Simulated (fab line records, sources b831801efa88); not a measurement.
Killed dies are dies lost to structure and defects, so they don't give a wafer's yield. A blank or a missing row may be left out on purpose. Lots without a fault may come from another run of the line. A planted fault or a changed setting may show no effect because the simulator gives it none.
One fault seen from 2 desks | flow gf180mcu | each desk has only its own numbers; what lay behind them comes last

THE METROLOGY DESK
What the gauges read, lot by lot, whatever tool the lot ran on: means of the sampled wafers that have a number. A lot is out of limits, marked OUT, if its mean lies more than 4 standard deviations from the usual mean; the brackets give that distance.
Columns: A = cd_nm at GF_V4_CD_MEAS_14, usual 260.2 nm; B = V4_OVL at GF_V4_OVL_MEAS_15, usual -2 nm
lot  | first seen here | A     | B
L590 | day 24 22:59    | 261.2 | 6
L592 | day 25 12:46    | 260.7 | -7
L593 | day 25 18:57    | 260.6 | -3
L594 | day 26 08:10    | 261.4 | -5
L596 | day 27 00:11    | 261.0 | -5
L599 | day 27 13:02    | 261.6 | 0
L604 | day 29 06:01    | 259.2 | -2
L605 | day 29 16:11    | 258.7 | -5
L606 | day 29 19:34    | 261.3 | -9
L607 | day 29 23:34    | 260.5 | 6
L608 | day 30 06:58    | 259.2 | -5
L609 | day 30 15:54    | 260.9 | -2
L610 | day 30 22:10    | 261.3 | 4
This desk's finding: nothing out of limits on any of the 13 lots.

THE TOOL OWNER'S DESK: litho_track-01
The tool's own readings at GF_V4_DEHYDRATE_06 (time 60 s): means of the sampled wafers that have a number, for each lot that ran on this tool. A lot is out of limits, marked OUT, if its mean lies more than 4 standard deviations from the usual mean; the brackets give that distance.
Columns: A = heater_power_total_W at GF_V4_DEHYDRATE_06, usual 160.38 W; B = plate_temp_C at GF_V4_DEHYDRATE_06, usual 200.00 C; C = resist_line_temp_C at GF_V4_DEHYDRATE_06, usual 23.02 C
lot  | first seen here | A                | B                | C
L590 | day 24 11:44    | 160.39           | 200.12           | 22.99
L592 | day 25 01:25    | 160.44           | 199.76           | 23.12
L596 | day 26 13:19    | 160.45           | 200.04           | 22.94
L604 | day 28 19:43    | 164.93 (+35) OUT | 204.65 (+27) OUT | 23.01
L605 | day 29 06:19    | 165.00 (+36) OUT | 204.69 (+28) OUT | 23.04
This desk's finding: out of limits on L604, L605; first on L604, day 28 19:43 (heater_power_total_W at GF_V4_DEHYDRATE_06). In limits: L590, L592, L596.

PUT TOGETHER
The tool owner's desk could have raised an alarm at day 28 19:43, on L604, L605.
The metrology desk saw nothing out of limits.
The metrology desk has L604, L605 on record, within its limits.
Of the lots named, all ran GF_V4_DEHYDRATE_06 on litho_track-01.

WHAT THE SIMULATOR HAD PUT IN
Process parameter drift: litho_track-01, from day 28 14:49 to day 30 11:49, at GF_V4_DEHYDRATE_06. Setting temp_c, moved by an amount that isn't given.
Lots struck among those shown: L604, L605.
Hours from the fault's start to each desk's first reading out of limits: the tool owner's desk, 5.
